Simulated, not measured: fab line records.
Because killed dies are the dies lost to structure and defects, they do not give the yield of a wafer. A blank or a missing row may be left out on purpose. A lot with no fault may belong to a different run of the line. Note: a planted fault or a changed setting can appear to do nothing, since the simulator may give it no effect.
Which of the tools did it?    flow sky130    11 lots, 33 wafers sampled, at 2 steps of a route of 708

WHAT THE GAUGES SHOWED, per wafer
SKY_POLY_GATE_THK_MEAS_21.
lot   measured      on            POLY_GATE_OXIDATION_THK (nm)
L194  day 17 05:06  filmMetro-04  3.94 3.95 3.94
L195  day 17 12:43  filmMetro-02  3.87 3.89 3.89
L197  day 18 10:25  filmMetro-03  3.93 4.09 3.98
L198  day 18 13:13  filmMetro-04  3.90 3.92 3.93
L199  day 19 10:56  filmMetro-02  3.88 3.96 3.84
L208  day 22 09:29  filmMetro-04  3.98 4.00 3.92
L209  day 23 04:05  filmMetro-02  3.91 3.88 3.92
L210  day 23 04:08  filmMetro-04  4.15 4.05 4.10
L211  day 23 11:07  filmMetro-02  4.06 4.07 4.00
L213  day 23 20:49  filmMetro-03  4.11 4.10 4.12
L215  day 24 10:08  filmMetro-04  3.93 3.96 3.87

TOOL THAT RAN EACH LOT (tool first, then ch and the chambers of the sampled wafers, then the start)
lot   SKY_POLY_GATE_ETCH_15
L194  rieDiel-02 ch 2,3, day 17 01:12
L195  rieDiel-01 ch 1,2, day 17 10:21
L197  rieDiel-02 ch 0,1, day 18 07:57
L198  rieDiel-01 ch 2,3, day 18 11:21
L199  rieDiel-04 ch 0,1,2, day 19 09:15
L208  rieDiel-02 ch 0,1,3, day 22 07:51
L209  rieDiel-02 ch 0,2,3, day 23 02:27
L210  rieDiel-01 ch 0,1,2, day 23 02:30
L211  rieDiel-04 ch 0,1, day 23 09:29
L213  rieDiel-01 ch 1,2,3, day 23 19:11
L215  rieDiel-04 ch 0,1,2, day 24 08:29
- SKY_POLY_GATE_ETCH_15: etches BARC in N2/H2, stops on SiO2, time 118.5 s, target depth 110 nm.

THE ANSWER, worked out from the rows above alone
Rule: the lots themselves supply what counts as usual. Put in order of their means at a reading, lots are off if they are a third of the lots or fewer, leave a main group of 4 or more, and stand apart from it by a gap of 3 or more times the standard deviation of the main group's means; of several such gaps the widest counts. Not used: any main group whose means are identical at the precision the tables above print for the reading. Also off: a lot with no number at a reading for which 4 or more lots have one. The other lots that the step has rows for count as sound.
Across all readings shown, no lot is off: no conclusion can be drawn from this.

WHAT THE SIMULATOR HAD INSERTED
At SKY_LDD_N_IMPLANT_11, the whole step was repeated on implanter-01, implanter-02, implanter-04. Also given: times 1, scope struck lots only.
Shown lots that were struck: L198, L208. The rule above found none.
